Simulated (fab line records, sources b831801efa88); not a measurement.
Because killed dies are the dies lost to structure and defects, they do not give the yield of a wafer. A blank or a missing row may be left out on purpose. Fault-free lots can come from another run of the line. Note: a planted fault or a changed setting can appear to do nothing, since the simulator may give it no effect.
Chamber matching + flow sky130 + SKY_LI_CONTACT_ETCH_15 on rie-diel-03: 4 sister chambers
The step etches PSG in C4F8/O2/Ar, stops on Si, target depth 600 nm. 4 wafers are shown with their chamber, then 8 later ones without.

## WAFERS PAIRED WITH THEIR CHAMBERS
| wafer  | chamber | oes-product-au (a.u.) |
|--------|---------|-----------------------|
| L442.5 | 2       | 0.839                 |
| L446.3 | 1       | 0.839                 |
| L446.5 | 3       | 0.839                 |
| L450.1 | 0       | 0.843                 |

## WAFERS MISSING THEIR CHAMBER
| wafer  | oes-product-au (a.u.) |
|--------|-----------------------|
| L450.3 | 0.831                 |
| L450.4 | 0.831                 |
| L452.1 | 0.836                 |
| L452.2 | 0.839                 |
| L452.4 | 0.835                 |
| L453.1 | 0.834                 |
| L453.2 | 0.840                 |
| L453.3 | 0.839                 |

## EACH ONE'S CHAMBER
| wafer  | from the rows above               | in truth |
|--------|-----------------------------------|----------|
| L450.3 | can't be placed: 1 or 2 or 3 or 0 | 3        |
| L450.4 | can't be placed: 1 or 2 or 3 or 0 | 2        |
| L452.1 | can't be placed: 1 or 2 or 3 or 0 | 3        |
| L452.2 | can't be placed: 1 or 2 or 3 or 0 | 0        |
| L452.4 | can't be placed: 1 or 2 or 3 or 0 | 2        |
| L453.1 | can't be placed: 1 or 2 or 3 or 0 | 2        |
| L453.2 | can't be placed: 1 or 2 or 3 or 0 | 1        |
| L453.3 | can't be placed: 1 or 2 or 3 or 0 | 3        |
Correctly placed: 0 of 8. These rows do not allow placing 8 (true chamber among the candidates in 8). Placed wrongly: 0.
How it was worked out, from the rows above alone: a wafer's distance from a chamber is the root of the sum, over the readings, of the square of ((its reading less the chamber's mean) divided by the reading's scatter). The wafer belongs to the nearest chamber; if the next one is less than 2 further off, it can't be placed. The mean given for a chamber averages the wafers shown for that chamber. The scatter: root of mean squared gap, hidden wafer to nearest shown wafer, with one shown wafer a chamber.
